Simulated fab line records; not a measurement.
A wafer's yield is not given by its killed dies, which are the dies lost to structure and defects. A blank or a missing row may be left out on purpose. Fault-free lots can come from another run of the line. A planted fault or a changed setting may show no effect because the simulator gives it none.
fab line records -- flow sky130
[record] lots = 6, wafers = 17, lastDay = 51
route steps=708 shown CAPM@550 METAL3@555 PAD_OPEN@708
lots untouched by any fault: they come from a run of this same line in which no faults occurred
startH: the number of hours between the record's first day and the start of the first shown wafer of the lot -- waitH: time in hours since the lot's previous step -- " identical to the entry in the row above -- L1.1+2: several wafers, shown together as one row -- - no value present, or no start provided -- * or withheld: withheld -- < > ~ a bound
route shown NAME@n: a module of which the file shows steps, and the number in the route of the first -- usual: mean/standard deviation of fault-free wafers -- same: alike in all rows -- chamber/n: place in a boat -- sites: each site's reading -- _std_site: the values' standard deviation -- _edge_site: inner sites' mean taken away from outer sites' mean -- radiusMm: for every site, how far away it sits from the centre of the wafer -- mask NAME#n: copy n -- behind: the last tool/chamber to shape the wafer -- hold: why the lot went on hold/how many hours it stayed there/how the hold came to an end -- device: the transistor (n, p or np) that didn't switch -- end of line: the tests these same wafers got at the end of their route -- where a step has no rows: the recipe by itself -- killed: not the wafer's yield, but the dies lost to structure and defects at the first sort -- map: per-die view of a wafer (x killed, . not killed, _ where there is no die)
set.NAME: the setting as run; set.NAME@STEP: as run at that earlier step -- model.NAME: the simulator's own value behind a step, which no gauge read
a table for each step, a row for each wafer; lots at some steps of the route
services: when a tool's chamber went out of use (startH, in hours from the record's first day, below 0 if earlier), for how many hours, and the reason
[[steps]]
[step SKY_CAPM_METAL_ETCH_13]
[recipe] targetDepthNm = 220, stopOn = SiO2, chemistry = Cl2/BCl3, target = TiN, pressureMtorr = 10, icpW = 900, biasW = 48.5, Cl2_flow_sccm = 60, bcl3FlowSccm = 30, timeS = 62.9
[usual] bcl3FlowSccm = 30.01/0.081, biasW = 48.53/0.14, drypumpMotorCurrentA = 5.7/0.49, oesProductAu = 0.941/0.0077, throttleValvePct = 21.902/0.0091
lot.wafer,tool,chamber,startH,waitH,bcl3FlowSccm,biasW,drypumpMotorCurrentA,oesProductAu,rfHoursCounterH,throttleValvePct
L344.1,rieMetal-01,1,893.85,0.0,29.88,48.58,5.3,0.922,1,21.908
L344.4,rieMetal-01,1,893.85,0.0,29.93,48.60,5.3,0.936,-,21.899
L344.5,rieMetal-01,1,893.85,0.0,29.97,48.74,5.3,0.926,-,21.889
L348.1,rieMetal-01,0,920.80,0.0,29.87,48.37,6.4,0.942,17,21.890
L348.2,rieMetal-01,1,920.80,0.0,30.04,48.49,5.2,0.942,2,21.910
L348.3,rieMetal-01,1,920.80,0.0,30.06,48.60,5.2,0.942,-,21.919
L365.3,rieMetal-01,0,1037.03,0.0,30.02,48.52,6.4,0.940,-,21.901
L365.6,rieMetal-01,1,1037.03,0.0,29.99,48.67,5.3,0.938,-,21.891
L364.2,rieMetal-03,1,1042.95,0.0,29.99,48.51,5.0,0.944,11,21.893
L364.5,rieMetal-03,0,1042.95,0.0,30.05,48.48,6.1,0.949,-,21.911
L364.6,rieMetal-03,1,1042.95,0.0,29.97,48.47,5.0,0.945,-,21.890
L362.1,rieMetal-02,1,1046.45,0.0,30.02,48.80,6.2,0.934,19,21.914
L362.2,rieMetal-02,0,1046.45,0.0,29.86,48.64,5.7,0.943,14,21.898
L362.6,rieMetal-02,1,1046.45,0.0,30.25,48.61,6.2,0.937,-,21.917
L367.1,rieMetal-02,1,1051.90,0.0,30.09,48.72,6.2,0.955,19,21.901
L367.4,rieMetal-02,0,1051.90,0.0,30.08,48.39,5.8,0.944,-,21.908
L367.6,rieMetal-02,1,1051.90,0.0,29.99,48.59,6.2,0.948,-,21.910
[step SKY_CAPM_STRIP_14]
[recipe] chemistry = O2/N2, powerW = 1400, pressureMtorr = 1500, platenTempC = withheld, o2FlowSccm = 3000, n2FlowSccm = 300, overashFraction = 0.5
[usual] drypumpMotorCurrentA = 5.6/0.39, oesProductAu = 0.710/0.0045, stripTimeToEndpointS = 12.66/0.036
[same] overashFraction = 0.5
lot.wafer,tool,chamber,startH,waitH,drypumpMotorCurrentA,oesProductAu,rfHoursCounterH,stripTimeToEndpointS
L344.1,plasmaAsher-04,0,893.93,0.1,5.7,0.713,15,12.65
L344.4,plasmaAsher-04,1,893.93,0.1,5.3,0.712,-,12.61
L344.5,plasmaAsher-04,1,893.93,0.1,5.3,0.709,-,12.68
L348.1,plasmaAsher-02,1,920.88,0.1,4.9,0.712,77,12.69
L348.2,plasmaAsher-02,0,920.88,0.1,6.0,0.708,77,12.69
L348.3,plasmaAsher-02,1,920.88,0.1,4.9,0.710,-,12.68
L365.3,plasmaAsher-02,1,1037.12,0.1,4.9,0.716,-,12.71
L365.6,plasmaAsher-02,1,1037.12,0.1,4.9,0.698,-,12.66
L364.2,plasmaAsher-03,0,1043.03,0.1,5.5,0.710,126,12.59
L364.5,plasmaAsher-03,1,1043.03,0.1,6.0,0.712,-,12.64
L364.6,plasmaAsher-03,0,1043.03,0.1,5.5,0.713,-,12.63
L362.1,plasmaAsher-03,0,1046.53,0.1,5.4,0.701,126,12.67
L362.2,plasmaAsher-03,1,1046.53,0.1,5.9,0.718,126,12.66
L362.6,plasmaAsher-03,1,1046.53,0.1,6.0,0.718,-,12.64
L367.1,plasmaAsher-03,1,1051.98,0.1,5.9,0.713,127,12.69
L367.4,plasmaAsher-03,0,1051.98,0.1,5.5,0.711,-,12.70
L367.6,plasmaAsher-03,1,1051.98,0.1,6.0,0.715,-,12.72
[step SKY_CAPM_STRIP_15]
[recipe] chemistry = postEtchResidueRemover, timeS = 1200, tempC = 72.5
[step SKY_CAPM_CLEAN_16]
[recipe] chemistry = IPA, timeS = 180, tempC = 25
[step SKY_CAPM_CLEAN_17]
[recipe] chemistry = O3/DIW, dry = n2Spin
[step SKY_METAL3_DEHYDRATE_05]
[recipe] tempC = 200, timeS = 60
[step SKY_METAL3_HMDS_06]
[recipe] primeTimeS = 60, primeTempC = 120
[step SKY_METAL3_COAT_07]
[recipe] resist = BARC, tempC = withheld, timeS = withheld, spinRpm = 3000, resistThkNm = 60
[step SKY_METAL3_COAT_08]
[recipe] resist = KrF-thick, spinRpm = 3000, resistThkNm = 1140
[step SKY_METAL3_SOFTBAKE_09]
[recipe] tempC = 100, timeS = 90, resist = KrF-thick
[step SKY_METAL3_EXPOSE_10]
[recipe] maskId = MM3, na = 0.68, sourceShape = annular, sigmaInner = 0.4, sigmaOuter = 0.8, targetCdNm = 300, doseMj = 28
[step SKY_METAL3_PEB_11]
[recipe] pebTempC = withheld, pebTimeS = withheld, resist = KrF-thick
[step SKY_METAL3_DEVELOP_12]
[recipe] developTimeS = 60, resist = KrF-thick, devTempC = 21
[usual] developerTempC = 20.99/0.11, resistLineTempC = 23.03/0.094
lot.wafer,tool,chamber,startH,waitH,developerTempC,resistLineTempC
L344.1,lithoTrack-02,0,919,-,20.86,22.96
L344.4,lithoTrack-02,0,919,-,20.93,23.04
L344.5,lithoTrack-02,0,919,-,21.13,22.93
L348.1,lithoTrack-03,0,946,-,20.94,23.11
L348.2,lithoTrack-03,0,946,-,21.06,22.94
L348.3,lithoTrack-03,0,946,-,21.06,23.11
L365.3,lithoTrack-03,0,1059,-,21.65,23.09
L365.6,lithoTrack-03,0,1059,-,21.53,23.06
L364.2,lithoTrack-03,0,1065,-,21.56,22.95
L364.5,lithoTrack-03,0,1065,-,21.68,23.18
L364.6,lithoTrack-03,0,1065,-,21.49,23.09
L362.1,lithoTrack-04,0,1068,-,20.95,23.12
L362.2,lithoTrack-04,0,1068,-,21.00,23.25
L362.6,lithoTrack-04,0,1068,-,21.07,23.02
L367.1,lithoTrack-02,0,1073,-,20.90,22.99
L367.4,lithoTrack-02,0,1073,-,20.95,23.07
L367.6,lithoTrack-02,0,1073,-,21.07,23.04
[step SKY_METAL3_CD_MEAS_13]
[recipe] targetCdNm = 300
[usual] cdNm = 300.1/1.2
lot.wafer,tool,chamber,startH,waitH,cdNm
L344.1,cdSem-02,-,919.43,-,301.1
L344.4,cdSem-02,-,919.43,-,301.0
L344.5,cdSem-02,-,919.43,-,300.8
L348.1,cdSem-02,-,946.52,-,300.2
L348.2,cdSem-02,-,946.52,-,301.0
L348.3,cdSem-02,-,946.52,-,301.0
L365.3,cdSem-02,-,1059.56,-,301.4
L365.6,cdSem-02,-,1059.56,-,301.2
L364.2,cdSem-01,-,1065.84,-,299.4
L364.5,cdSem-01,-,1065.84,-,297.5
L364.6,cdSem-01,-,1065.84,-,301.1
L362.1,cdSem-02,-,1068.42,-,296.4
L362.2,cdSem-02,-,1068.42,-,297.7
L362.6,cdSem-02,-,1068.42,-,296.7
L367.1,cdSem-01,-,1073.88,-,299.9
L367.4,cdSem-01,-,1073.88,-,301.4
L367.6,cdSem-01,-,1073.88,-,300.2
[step SKY_PAD_OPEN_PROBE_99]
[usual] defectLimitedYield = 82.5/2, killed_at_M0_to_M3 = 44/6.9, killed_at_M4_up = 3.1/1.7, killedAtContacts = 25/5.6, killedAtFrontEnd = 14/4.3, killedAtOther = 0.3/0.51, killedDies = 86/9.8, killedOpen = 47/6.5, killedShort = 39/6.6, sort_bin_3_pad_short = 0.8/0.46, sort_bin_5_function = 10.3/1.5, sort_bin_6_memory = 6.4/1, sortNPass = 406/9.8, sortYieldPct = 82.5/2
[same] grossDies = 492, killedAtBackSide = 0, sort_bin_4_leakage[%] = 0, sort_bin_8_speed[%] = 0
lot.wafer,tool,chamber,startH,waitH,defectLimitedYield[%],killed_at_M0_to_M3,killed_at_M4_up,killedAtContacts,killedAtFrontEnd,killedAtOther,killedDies,killedOpen,killedShort,sort_bin_3_pad_short[%],sort_bin_5_function[%],sort_bin_6_memory[%],sortNPass,sortYieldPct[%]
L344.1,prober-02,-,1092.53,0.1,82.1,42,3,27,16,0,88,52,36,0.4,10.4,7.1,404,82.1
L344.4,prober-02,-,1092.68,0.2,82.1,47,1,29,11,0,88,51,37,1.0,9.6,7.3,404,82.1
L344.5,prober-02,-,1092.73,0.2,85.2,38,2,17,16,0,73,45,28,0.8,9.3,4.7,419,85.2
L348.1,prober-01,-,1116.51,0.1,79.1,52,4,28,19,0,103,61,42,1.0,12.4,7.5,389,79.1
L348.2,prober-01,-,1116.56,0.1,78.0,64,1,26,17,0,108,67,41,1.0,14.2,6.7,384,78.0
L348.3,prober-01,-,1116.61,0.2,83.3,45,2,23,12,0,82,45,37,0.6,11.2,4.9,410,83.3
L365.3,prober-01,-,1205.95,0.2,82.9,41,4,26,13,0,84,45,39,1.0,10.2,5.9,408,82.9
L365.6,prober-01,-,1206.10,0.2,83.5,38,2,22,19,0,81,36,45,0.4,9.6,6.5,411,83.5
L364.2,prober-02,-,1208.71,0.1,82.5,51,1,18,16,0,86,51,35,1.0,10.0,6.5,406,82.5
L364.5,prober-02,-,1208.86,0.2,83.3,42,6,19,15,0,82,50,32,1.0,9.3,6.3,410,83.3
L364.6,prober-02,-,1208.91,0.2,84.8,42,4,19,10,0,75,41,34,0.4,8.7,6.1,417,84.8
L362.1,prober-02,-,1211.50,0.1,84.3,31,5,31,10,0,77,48,29,0.6,9.8,5.3,415,84.3
L362.2,prober-02,-,1211.55,0.1,83.3,47,4,22,9,0,82,48,34,0.8,9.3,6.5,410,83.3
L362.6,prober-02,-,1211.75,0.2,86.2,30,5,22,9,2,68,32,36,0,8.3,5.5,424,86.2
L367.1,prober-02,-,1214.53,0.1,78.7,51,3,31,20,0,105,56,49,0.8,13.2,7.3,387,78.7
L367.4,prober-02,-,1214.68,0.2,77.0,47,4,47,15,0,113,64,49,0.8,12.8,9.3,379,77.0
L367.6,prober-02,-,1214.78,0.2,82.7,45,1,26,12,1,85,46,39,0.2,8.1,8.9,407,82.7
// killed by level:class
L344.1 LI_CONTACT:geometricParticle:open=9 VIA1:geometricParticle:open=9 FIELD_ISO:geometricParticle:open=7 CONTACT:geometricParticle:open=6 VIA2:geometricParticle:open=6 VIA3:geometricParticle:open=6 VIA3:geometricParticle:short=6 CONTACT:geometricParticle:short=5
L344.4 LI_CONTACT:geometricParticle:open=11 CONTACT:geometricParticle:open=9 VIA1:geometricParticle:open=8 METAL1:geometricParticle:short=8 VIA3:geometricParticle:open=8 VIA1:geometricParticle:short=6 CONTACT:geometricParticle:short=5 METAL2:geometricParticle:short=4
L344.5 VIA1:geometricParticle:open=11 LI_CONTACT:geometricParticle:open=8 FIELD_ISO:geometricParticle:open=6 METAL1:geometricParticle:short=5 VIA2:geometricParticle:open=5 VIA3:geometricParticle:open=5 CONTACT:geometricParticle:open=4 POLY_GATE:geometricParticle:open=4
L348.1 VIA1:geometricParticle:open=19 VIA2:geometricParticle:open=9 CONTACT:geometricParticle:open=8 LI_CONTACT:geometricParticle:open=8 CONTACT:geometricParticle:short=7 POLY_GATE:geometricParticle:open=6 METAL2:geometricParticle:short=6 METAL1:geometricParticle:short=5
L348.2 VIA1:geometricParticle:open=15 VIA3:geometricParticle:open=13 CONTACT:geometricParticle:open=9 VIA1:geometricParticle:short=8 VIA2:geometricParticle:open=8 LI_CONTACT:geometricParticle:open=7 METAL2:geometricParticle:short=7 FIELD_ISO:geometricParticle:open=6
L348.3 CONTACT:geometricParticle:open=9 VIA2:geometricParticle:open=9 VIA1:geometricParticle:open=9 FIELD_ISO:geometricParticle:short=6 METAL2:geometricParticle:short=6 VIA3:geometricParticle:open=6 LOCAL_INTERCONNECT:geometricParticle:short=5 CONTACT:geometricParticle:short=5
L365.3 VIA2:geometricParticle:open=10 LI_CONTACT:geometricParticle:open=7 CONTACT:geometricParticle:short=7 VIA3:geometricParticle:open=7 VIA1:geometricParticle:open=6 LOCAL_INTERCONNECT:geometricParticle:short=6 CONTACT:geometricParticle:open=6 POLY_GATE:geometricParticle:short=5
L365.6 METAL1:geometricParticle:short=9 VIA2:geometricParticle:open=8 POLY_GATE:geometricParticle:short=7 LI_CONTACT:geometricParticle:open=7 VIA1:geometricParticle:open=7 LOCAL_INTERCONNECT:geometricParticle:short=6 FIELD_ISO:geometricParticle:short=5 METAL3:geometricParticle:short=5
L364.2 VIA1:geometricParticle:open=18 CONTACT:geometricParticle:open=9 VIA3:geometricParticle:open=7 FIELD_ISO:geometricParticle:short=6 VIA1:geometricParticle:short=6 METAL2:geometricParticle:short=5 POLY_GATE:geometricParticle:open=4 POLY_GATE:geometricParticle:short=4
L364.5 VIA3:geometricParticle:open=12 LI_CONTACT:geometricParticle:open=8 VIA1:geometricParticle:open=6 VIA2:geometricParticle:open=6 FIELD_ISO:geometricParticle:short=5 POLY_GATE:geometricParticle:open=5 CONTACT:geometricParticle:open=5 METAL4:geometricParticle:short=5
L364.6 VIA3:geometricParticle:open=8 CONTACT:geometricParticle:open=7 VIA1:geometricParticle:open=6 VIA2:geometricParticle:open=6 VIA3:geometricParticle:short=6 LI_CONTACT:geometricParticle:open=5 VIA2:geometricParticle:short=5 METAL2:geometricParticle:short=4
L362.1 CONTACT:geometricParticle:open=13 LI_CONTACT:geometricParticle:open=8 VIA1:geometricParticle:open=8 VIA3:geometricParticle:open=7 METAL4:geometricParticle:short=5 LOCAL_INTERCONNECT:geometricParticle:short=4 FIELD_ISO:geometricParticle:short=3 FIELD_ISO:geometricParticle:open=3
L362.2 VIA2:geometricParticle:open=12 CONTACT:geometricParticle:open=12 VIA3:geometricParticle:open=6 POLY_GATE:geometricParticle:open=4 LOCAL_INTERCONNECT:geometricParticle:short=4 VIA1:geometricParticle:short=4 VIA1:geometricParticle:open=4 METAL2:geometricParticle:short=4
L362.6 LI_CONTACT:geometricParticle:open=8 FIELD_ISO:geometricParticle:short=6 METAL1:geometricParticle:short=6 CONTACT:geometricParticle:open=5 CONTACT:geometricParticle:short=4 VIA1:geometricParticle:open=4 VIA3:geometricParticle:open=4 METAL4:geometricParticle:short=4
L367.1 VIA3:geometricParticle:open=15 CONTACT:geometricParticle:open=9 METAL1:geometricParticle:short=8 LI_CONTACT:geometricParticle:open=8 FIELD_ISO:geometricParticle:short=7 CONTACT:geometricParticle:short=7 VIA1:geometricParticle:open=7 METAL2:geometricParticle:short=5
L367.4 VIA1:geometricParticle:open=15 CONTACT:geometricParticle:open=14 LOCAL_INTERCONNECT:geometricParticle:short=11 LI_CONTACT:geometricParticle:open=10 FIELD_ISO:geometricParticle:open=8 VIA3:geometricParticle:open=8 CONTACT:geometricParticle:short=6 LI_CONTACT:geometricParticle:short=5
L367.6 METAL1:geometricParticle:short=12 LI_CONTACT:geometricParticle:open=11 VIA1:geometricParticle:open=10 CONTACT:geometricParticle:open=8 VIA3:geometricParticle:open=8 FIELD_ISO:geometricParticle:short=7 CONTACT:geometricParticle:short=5 FIELD_ISO:geometricParticle:open=4
[[services]]
tool,chamber,startH,hours,kind
plasmaAsher-02,-,875.73,13.8,pm
rieMetal-01,0,925.03,-,clean
rieMetal-01,0,925.03,30.7,scheduledDown
rieMetal-01,0,925.03,30.7,ventCycle
rieMetal-01,-,945.18,2.8,pm
rieMetal-01,-,949.41,28.1,pm
rieMetal-03,-,986.68,14.6,pm
plasmaAsher-04,-,1013.64,10.1,pm
plasmaAsher-03,-,1014.58,14.6,pm
plasmaAsher-03,-,1055.25,9.0,pm
plasmaAsher-03,0,1055.25,9.0,ventCycle
plasmaAsher-03,1,1055.25,9.0,ventCycle
plasmaAsher-03,0,1064.25,-,clean
plasmaAsher-03,1,1064.25,-,clean
plasmaAsher-03,-,1072.21,11.9,repair
[[key]]
[firstSign] step = SKY_METAL3_DEVELOP_12, reading = developerTempC, direction = up, sigmas = 5.4, usual = *, struck = *
effect none on later readings
metAt SKY_METAL3_DEVELOP_12
struckWafers L364.2,L364.5,L364.6,L365.3,L365.6
onsetBetween 946 1059
[fault] kind = processParameterDrift, tool = lithoTrack-03, chamber = -, onsetH = 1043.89, steps = SKY_METAL3_DEVELOP_12, channel = devTempC, offset = *, shape = step, endH = 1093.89, actsIn = *, stated = *
